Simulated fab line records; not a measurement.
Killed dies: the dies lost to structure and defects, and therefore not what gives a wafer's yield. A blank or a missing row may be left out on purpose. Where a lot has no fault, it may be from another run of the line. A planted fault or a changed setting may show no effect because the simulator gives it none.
The tool behind it: which one? ; flow sky130 ; 13 lots, 39 wafers sampled, at 4 steps of a route of 708

== WHAT THE GAUGES READ, wafer by wafer ==
SKY_NWELL_RS_MEAS_31: the measuring method here is four-point-probe. Usual: PWDE_RS 5282 ohm/sq, standard deviation 18.
lot;measured;on;PWDE_RS (ohm/sq);flag
L637;day 6 03:34;filmMetro-03;5270 5283 5260;
L638;day 6 09:41;filmMetro-03;5309 5302 5302;
L639;day 6 10:46;filmMetro-03;5315 5301 5308;
L640;day 6 16:27;filmMetro-03;5290 5267 5252;
L643;day 7 16:34;filmMetro-01;5270 5277 5257;
L644;day 7 19:25;filmMetro-03;5314 5312 5312;
L645;day 8 09:06;filmMetro-01;5271 5266 5258;
L646;day 8 11:02;filmMetro-01;5282 5284 5270;
L653;day 10 05:55;filmMetro-03;5283 5273 5287;
L654;day 10 11:55;filmMetro-03;5271 5286 5281;
L655;day 10 19:08;filmMetro-04;5281 5296 5283;
L656;day 10 19:52;filmMetro-03;5266 5285 5283;
L657;day 11 10:46;filmMetro-01;5286 5286 5284;

SKY_POLY_GATE_CD_MEAS_13: target cd 150 nm. Usual: cdNm 150.0 nm, standard deviation 1.1.
lot;measured;on;cdNm (nm);flag
L637;day 17 12:43;cdSem-01;149.1 151.1 150.7;
L638;day 18 07:42;cdSem-01;148.7 149.1 149.2;
L639;day 18 09:56;cdSem-01;148.5 149.2 149.0;
L640;day 18 09:00;cdSem-01;150.2 150.7 150.6;
L643;day 20 00:03;cdSem-02;150.1 150.6 149.5;
L644;day 20 09:03;cdSem-02;149.5 149.8 151.0;
L645;day 21 00:11;cdSem-02;149.5 150.6 148.6;
L646;day 21 00:35;cdSem-01;150.1 151.1 149.4;
L653;day 23 11:31;cdSem-02;149.9 149.7 150.4;
L654;day 23 18:58;cdSem-02;149.8 149.2 150.5;
L655;day 24 09:41;cdSem-01;149.6 149.2 148.2;
L656;day 24 12:03;cdSem-02;149.7 149.9 149.8;
L657;day 24 19:56;cdSem-01;152.8 151.9 153.1;

== EACH LOT AND THE TOOL THAT RAN IT (in order: tool; ch and the chambers of the sampled wafers; start) ==
lot;SKY_SONOS_ONO_ETCH_15;SKY_GATE_OXIDE_SOFTBAKE_06
L637;rieDiel-03 ch 2,3, day 13 15:38;lithoTrack-03 ch 0, day 14 05:47
L638;rieDiel-01 ch 0,1, day 14 09:28;lithoTrack-04 ch 0, day 15 01:09
L639;rieDiel-03 ch 0,2,3, day 14 09:46;lithoTrack-01 ch 0, day 15 01:23
L640;rieDiel-02 ch 1,2, day 14 11:09;lithoTrack-03 ch 0, day 15 03:10
L643;rieDiel-01 ch 0,2,3, day 15 20:38;lithoTrack-01 ch 0, day 16 13:56
L644;rieDiel-03 ch 0,1,2, day 16 03:44;lithoTrack-04 ch 0, day 16 21:57
L645;rieDiel-02 ch 0,1,3, day 16 16:59;lithoTrack-01 ch 0, day 17 14:26
L646;rieDiel-03 ch 0,2,3, day 16 20:02;lithoTrack-03 ch 0, day 17 14:50
L653;rieDiel-02 ch 0,3, day 19 08:04;lithoTrack-04 ch 0, day 20 02:04
L654;rieDiel-02 ch 0,1, day 19 15:03;lithoTrack-01 ch 0, day 20 09:26
L655;rieDiel-01 ch 1,2, day 20 03:51;lithoTrack-04 ch 0, day 21 02:30
L656;rieDiel-02 ch 0,3, day 20 03:33;lithoTrack-03 ch 0, day 21 02:49
L657;rieDiel-02 ch 0,2,3, day 20 17:24;lithoTrack-01 ch 0, day 21 11:47
- SKY_SONOS_ONO_ETCH_15: etches the open film in CHF3/O2, target depth 19.52 nm, time 7.8 s.
- SKY_GATE_OXIDE_SOFTBAKE_06: time 60 s.

== AS READ BY THE TOOLS THEMSELVES (means over the sampled wafers that have a number; for cases with no such wafer, the mark the record gives instead) ==
SKY_SONOS_ONO_ETCH_15. Usual: chf3FlowSccm 50.00 sccm, standard deviation 0.13; drypumpMotorCurrentA 5.5 A, standard deviation 0.41; oesProductAu 1.001 a.u., standard deviation 0.0099; throttleValvePct 8.826 %, standard deviation 0.0096.
lot;tool;chf3FlowSccm (sccm);drypumpMotorCurrentA (A);oesProductAu (a.u.);throttleValvePct (%);flag
L637;rieDiel-03;50.12;5.4;0.996;8.819;
L638;rieDiel-01;50.03;5.0;1.002;8.828;
L639;rieDiel-03;49.98;5.7;0.997;8.822;
L640;rieDiel-02;50.05;5.7;0.998;8.832;
L643;rieDiel-01;50.06;5.4;1.000;8.833;
L644;rieDiel-03;50.03;5.6;0.998;8.824;
L645;rieDiel-02;49.89;5.7;0.998;8.832;
L646;rieDiel-03;50.04;5.7;0.998;8.816;
L653;rieDiel-02;50.20;5.7;1.003;8.831;
L654;rieDiel-02;49.99;5.7;1.016;8.823;
L655;rieDiel-01;50.06;5.1;1.004;8.818;
L656;rieDiel-02;49.91;5.7;1.014;8.824;
L657;rieDiel-02;50.02;5.4;0.997;8.821;

SKY_GATE_OXIDE_SOFTBAKE_06. Usual: heaterPowerTotalW 56.59 W, standard deviation 0.042; runLengthS 89.18 s, standard deviation 0.14.
lot;tool;heaterPowerTotalW (W);runLengthS (s);flag
L637;lithoTrack-03;56.60;89.26;
L638;lithoTrack-04;56.62;89.32;
L639;lithoTrack-01;56.60;89.30;
L640;lithoTrack-03;56.64;89.19;
L643;lithoTrack-01;56.59;89.12;
L644;lithoTrack-04;56.60;89.31;
L645;lithoTrack-01;56.60;89.01;
L646;lithoTrack-03;56.58;89.15;
L653;lithoTrack-04;60.33;78.94;OFF
L654;lithoTrack-01;56.62;89.04;
L655;lithoTrack-04;60.33;78.98;OFF
L656;lithoTrack-03;56.62;89.07;
L657;lithoTrack-01;56.57;89.05;

== THE ANSWER, worked out from the rows above alone ==
Rule: a lot is off if the mean of its wafers that have a number lies more than 3 standard deviations from the usual mean. Also off: a lot with no number at a reading for which 4 or more lots have one. All remaining lots with rows at the step are treated as sound. Order of review: gauges by route order, followed by the tools' own readings, for which a lot's mean as printed above is used. At the first step where some lot is off, the reading lying furthest off is the one used; lots without a number count as furthest.
Off: L653, L655, at SKY_GATE_OXIDE_SOFTBAKE_06 (heaterPowerTotalW).
If a tool, at that step or one of the process steps before it, ran each lot that is off and ran no sound lot following the first of them, it fits. One fits: SKY_GATE_OXIDE_SOFTBAKE_06 on lithoTrack-04. Its last sound lot is L644 (day 16 21:57), its first lot that is off L653 (day 20 02:04): a fault that began between those two fits.
The tool's own readings at SKY_GATE_OXIDE_SOFTBAKE_06 bear it out: on the lots that are off they differ by more than 5 times the standard deviation of the sound lots' means. heaterPowerTotalW reads 60.33 W there against 56.60 W on the sound lots; runLengthS reads 78.96 s there against 89.17 s on the sound lots.

== WHAT THE SIMULATOR HAD PUT IN ==
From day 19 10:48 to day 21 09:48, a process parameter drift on lithoTrack-04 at SKY_GATE_OXIDE_SOFTBAKE_06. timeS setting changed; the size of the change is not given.
Struck lots among those shown: L653, L655. Same finding as the rule above.
